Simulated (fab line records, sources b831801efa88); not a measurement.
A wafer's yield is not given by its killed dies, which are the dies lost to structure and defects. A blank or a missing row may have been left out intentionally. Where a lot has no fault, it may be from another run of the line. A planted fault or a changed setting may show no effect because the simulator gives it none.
Comparing a struck lot with a sound one | flow sky130 | 44 steps out of a route of 708
Sound: wafers L283.3, L283.5, L283.6. Struck: wafer L292.6; the same lot's L292.1 was not struck, so it is left out; see the end for the cause.
Per side, at each step with rows, come the tool, then ch with its chambers, and then its first start. Under that, the readings that differ: sound wafers | struck wafers | difference of the means | sigmas: that difference in standard deviations of wafers without a fault.
alike: same words and numbers on both sides, and readings whose means sit less than 2 such deviations apart. not compared: any withheld reading, any reading some wafer has no value for, any bound like >300 that may hide the same value, and any number with overlapping values for which the record gives no deviation.
The two part at a step that has a row with sigmas, a row that says differs or no value, or rows on one side only. When numbers do not overlap yet have no deviation, they are printed without sigmas and do not part them. A reading that every wafer of one side lacks parts them only if that side has two wafers or more.

SKY_VIA3_ETCH_15: etches SiO2 in C4F8/O2/Ar, stops on TiN, target depth 507 nm, time 78 s.
  sound on rieDiel-04 ch 0,1,2, day 42 00:53; struck on rieDiel-03 ch 3, day 44 12:46
  alike: oesProductAu
  not compared: rfHoursCounterH
then, 4 steps without rows for these wafers: SKY_VIA3_STRIP_16 (strips in O2/N2); SKY_VIA3_STRIP_17 (strips in post etch residue remover, time 1200 s); SKY_VIA3_CLEAN_18 (cleans in IPA, time 180 s); SKY_VIA3_CLEAN_19 (cleans in O3/DIW).
SKY_VIA3_SPUTTER_20: material TiN, target thk 20 nm, time 80 s.
  sound on pvdSputter-01 at day 42 01:38; struck on pvdSputter-02 at day 44 13:27
  alike: throttleValvePct
then, 1 step without rows for these wafers: SKY_VIA3_CVD_21 (deposits W, target thk 390 nm, time 117.31 s).
SKY_VIA3_RS_MEAS_22: a four-point-probe measurement.
  sound on filmMetro-03 at day 42 01:59; struck on filmMetro-04 at day 44 13:38
  alike: VIA3_W_RS
SKY_VIA3_THK_MEAS_23: measures by xrf.
  sound on filmMetro-03 at day 42 02:05; struck on filmMetro-04 at day 44 13:46
  alike: VIA3_W_THK
SKY_VIA3_CMP_24: polishes, stops on SiO2, t overpolish 20 s, target thk 0 nm.
  sound on cmp-01 ch 0,2,3, day 42 02:13; struck on cmp-02 ch 2, day 44 13:58
reading             | sound    | struck | difference | sigmas
timeToEndpointS (s) | 86 84 90 | 94     | +7         | +2
  alike: motorCurrentA, overpolishRunS
then, 2 steps without rows for these wafers: SKY_METAL4_SPUTTER_00 (material Ti, target thk 15 nm, time 10 s); SKY_METAL4_SPUTTER_01 (material TiN, target thk 20 nm, time 16.7 s).
SKY_METAL4_SPUTTER_02: material AlCu, target thk 735 nm, time 39.1 s.
  sound on pvdSputter-03 at day 42 02:28; struck on pvdSputter-03 at day 44 14:10
reading                                    | sound           | struck | difference | sigmas
model.AlCu_of_METAL4_SPUTTER_02.thkNm (nm) | 733 736.1 730.6 | 935.1  | +201.9     | 
  alike: throttleValvePct
then, 3 steps without rows for these wafers: SKY_METAL4_SPUTTER_03 (material Ti, target thk 5 nm, time 3.3 s); SKY_METAL4_SPUTTER_04 (material TiN, target thk 70 nm, time 58.3 s); SKY_CAP2M_CVD_00 (deposits SiO2, target thk 15.5 nm).
SKY_CAP2M_THK_MEAS_01:
  sound on filmMetro-02 at day 42 02:37; struck on filmMetro-01 at day 44 14:17
  alike: CAP2M_CVD_00_THK
SKY_CAP2M_SPUTTER_02: material TiN, target thk 200 nm, time 166.7 s.
  sound on pvdSputter-02 at day 42 02:39; struck on pvdSputter-04 at day 44 14:21
reading              | sound          | struck | difference | sigmas
throttleValvePct (%) | 31.0 30.6 29.7 | 28.2   | -2.2       | -2
SKY_CAP2M_RS_MEAS_03: a four-point-probe measurement.
  sound on filmMetro-03 at day 42 02:48; struck on filmMetro-03 at day 44 14:28
  alike: CAP2M_TIN_RS
SKY_CAP2M_THK_MEAS_04: measures by xrf.
  sound on filmMetro-03 at day 42 02:54; struck on filmMetro-03 at day 44 14:35
  alike: CAP2M_TIN_THK
then, 7 steps without rows for these wafers: SKY_CAP2M_DEHYDRATE_05 (time 60 s); SKY_CAP2M_HMDS_06 (prime time 60 s); SKY_CAP2M_COAT_07 (resist thk 1140 nm); SKY_CAP2M_SOFTBAKE_08 (time 60 s); SKY_CAP2M_EXPOSE_09 (exposes mask CAP2M, target cd 1000 nm); SKY_CAP2M_PEB_10; SKY_CAP2M_DEVELOP_11 (develop time 60 s).
SKY_CAP2M_OVL_MEAS_12:
  sound on overlay-01 at day 43 00:25; struck on overlay-01 at day 45 12:02
  alike: CAP2M_OVL
then, 1 step without rows for these wafers: SKY_CAP2M_METAL_ETCH_13 (etches TiN in Cl2/BCl3, stops on SiO2, target depth 220 nm, time 62.9 s).
SKY_CAP2M_STRIP_14: strips in O2/N2.
  sound on plasmaAsher-02 ch 0,1, day 43 00:33; struck on plasmaAsher-02 ch 1, day 45 12:09
  alike: drypumpMotorCurrentA, oesProductAu, stripTimeToEndpointS
  not compared: rfHoursCounterH
then, 11 steps without rows for these wafers: SKY_CAP2M_STRIP_15 (strips in post etch residue remover, time 1200 s); SKY_CAP2M_CLEAN_16 (cleans in IPA, time 180 s); SKY_CAP2M_CLEAN_17 (cleans in O3/DIW); SKY_METAL4_DEHYDRATE_05 (time 60 s); SKY_METAL4_HMDS_06 (prime time 60 s); SKY_METAL4_COAT_07 (resist thk 60 nm); SKY_METAL4_COAT_08 (resist thk 1140 nm); SKY_METAL4_SOFTBAKE_09 (time 90 s); SKY_METAL4_EXPOSE_10 (exposes mask MM4, target cd 300 nm); SKY_METAL4_PEB_11; SKY_METAL4_DEVELOP_12 (develop time 60 s).
SKY_METAL4_CD_MEAS_13: the cd target is 300 nm.
  sound on cdSem-02 at day 43 23:52; struck on cdSem-02 at day 46 10:05
  alike: cdNm
SKY_METAL4_METAL_ETCH_18: etches the open film in Cl2/BCl3, stops on SiO2, target depth 845 nm, time 183.1 s.
  sound on rieMetal-03 ch 0,1, day 44 00:11; struck on rieMetal-01 ch 0, day 46 10:24
reading                  | sound             | struck | difference | sigmas
drypumpMotorCurrentA (A) | 6.2 6.2 5.8       | 4.9    | -1.2       | -3
oesProductAu (a.u.)      | 0.856 0.864 0.865 | 0.980  | +0.118     | +20
  alike: throttleValvePct
  not compared: rfHoursCounterH
-- the record jumps here: 3 days lie between the struck wafers' starts before and after (it left off in module METAL4 and takes up again in module PAD_OPEN, whose first step shown is number 708 of the route) --
SKY_PAD_OPEN_PROBE_99:
  sound on prober-02 at day 47 18:39; struck on prober-01 at day 49 18:53
reading                           | sound                   | struck  | difference | sigmas
model.etest.met4Comb.leakLog10AUm | -12.05 -12 -12.05       | -8.517  | +3.516     | 
model.etest.met4.lineOhmUm        | 0.1445 0.1473 0.1448    | 0.1086  | -0.0369    | 
model.etest.met4.rsOhmSq          | 0.04256 0.04292 0.04277 | 0.03309 | -0.00966   | 

WHERE THEY PART
Last at SKY_METAL4_METAL_ETCH_18 as far as this record goes, first at SKY_VIA3_CMP_24.

WHY: the cause the simulator had injected
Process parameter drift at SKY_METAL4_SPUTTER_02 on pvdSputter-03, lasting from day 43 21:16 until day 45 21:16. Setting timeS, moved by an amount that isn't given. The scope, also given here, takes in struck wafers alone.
